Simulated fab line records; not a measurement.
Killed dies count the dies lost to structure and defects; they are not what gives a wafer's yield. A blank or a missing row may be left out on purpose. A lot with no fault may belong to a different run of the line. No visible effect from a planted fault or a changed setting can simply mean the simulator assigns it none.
Check of tool commonality -- flow gf180mcu -- Sample size 12 lots and 36 wafers

WHAT PROMPTED THE OPENING
At GF_V5_CD_MEAS_14 the reading cdNm is flagged on 3 of 12 lots. Fault-free wafers read 260.0 nm, with a standard deviation of 1.2.
Rule: a lot is flagged in two cases, either no wafer of it has a number, or all its wafers with numbers fall more than 4 standard deviations from that mean. All remaining lots are regarded as sound.

lot,measured,on,"cdNm (nm), wafer by wafer",flag
L587,day 27 10:31,cdSem-01,261.7 261.4 260.1,
L588,day 27 20:02,cdSem-02,259.5 259.5 259.3,
L589,day 27 22:28,cdSem-01,261.4 261.9 262.3,
L592,day 29 03:05,cdSem-01,258.1 258.2 257.8,
L593,day 29 13:50,cdSem-01,260.0 259.5 259.8,
L597,day 30 17:55,cdSem-02,260.6 260.1 259.2,
L598,day 31 00:04,cdSem-01,274.0 272.7 273.0,FLAGGED
L599,day 31 06:04,cdSem-02,271.3 271.7 271.9,FLAGGED
L600,day 31 11:59,cdSem-02,268.5 267.3 268.2,FLAGGED
L604,day 32 14:32,cdSem-01,258.5 258.7 260.4,
L607,day 32 23:01,cdSem-01,260.8 260.8 261.2,
L609,day 33 12:59,cdSem-01,259.7 259.7 260.1,
Average over the flagged lots: 271.0 nm; offset from the usual +11.0 nm, equal to +9 standard deviations.

TOOL THAT RAN EACH LOT
2 process steps preceding the reading are held in the record, out of 602 steps in the route. Cell contents, in order: the tool; ch with the chambers the sampled wafers went through; the start.
lot,flag,GF_M5_STRIP_11,GF_V5_EXPOSE_11
L587,,"plasmaAsher-01 ch 0,1, day 26 12:25","krfScanner-02 ch 0, day 27 00:38"
L588,,"plasmaAsher-03 ch 0,1, day 26 22:32","krfScanner-02 ch 0, day 27 10:14"
L589,,"plasmaAsher-02 ch 0,1, day 27 01:47","krfScanner-02 ch 0, day 27 12:49"
L592,,"plasmaAsher-01 ch 0,1, day 28 06:28","krfScanner-02 ch 0, day 28 17:56"
L593,,"plasmaAsher-01 ch 0, day 28 17:25","krfScanner-02 ch 0, day 29 04:32"
L597,,"plasmaAsher-02 ch 0,1, day 29 21:50","krfScanner-02 ch 0, day 30 08:43"
L598,FLAGGED,"plasmaAsher-01 ch 0,1, day 30 04:35","krfScanner-02 ch 0, day 30 15:04"
L599,FLAGGED,"plasmaAsher-03 ch 0,1, day 30 10:57","krfScanner-02 ch 0, day 30 21:31"
L600,FLAGGED,"plasmaAsher-03 ch 0,1, day 30 17:50","krfScanner-02 ch 0, day 31 03:49"
L604,,"plasmaAsher-02 ch 0,1, day 31 20:51","krfScanner-01 ch 0, day 32 06:25"
L607,,"plasmaAsher-01 ch 0,1, day 32 05:22","krfScanner-01 ch 0, day 32 15:23"
L609,,"plasmaAsher-03 ch 0,1, day 32 20:12","krfScanner-01 ch 0, day 33 05:31"
What the steps here do:
- GF_M5_STRIP_11: strips in O2/N2.
- GF_V5_EXPOSE_11: exposes mask Via5, target cd 260 nm.
- GF_V5_CD_MEAS_14: target cd 260 nm.

FLAGGED AGAINST TOTAL, ONE TOOL AT A TIME (gauges that did the reading follow at the end)
step,tool,lots run,flagged,share of the flagged lots,sound lots run after its first flagged lot
GF_M5_STRIP_11,plasmaAsher-01,5,1,some,1 (L607)
GF_M5_STRIP_11,plasmaAsher-02,3,0,none,-
GF_M5_STRIP_11,plasmaAsher-03,4,2,some,1 (L609)
GF_V5_EXPOSE_11,krfScanner-01,3,0,none,-
GF_V5_EXPOSE_11,krfScanner-02,9,3,all,0
GF_V5_CD_MEAS_14,cdSem-01,8,1,some,"3 (L604,L607,L609)"
GF_V5_CD_MEAS_14,cdSem-02,4,2,some,0

WHAT THE TABLE ALLOWS
1 row of the table ran every flagged lot: krfScanner-02 at GF_V5_EXPOSE_11.
- krfScanner-02 at GF_V5_EXPOSE_11: 3 of its 9 lots flagged. It ran its last sound lot, L597, at day 30 08:43 and its first flagged lot, L598, at day 30 15:04: a fault with its onset between the two fits. Its own readings (exposureDoseMJCm2) fall more than 4 standard deviations out on all wafers of the flagged lots.
One tool is left: krfScanner-02 at GF_V5_EXPOSE_11.

WHAT HAD BEEN PUT IN BY THE SIMULATOR
Drift in process parameters on krfScanner-02 at GF_V5_EXPOSE_11, starting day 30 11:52. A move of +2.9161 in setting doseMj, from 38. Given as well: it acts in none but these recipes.
Lots struck among those shown: L598, L599, L600. The rule given above showed the same thing.
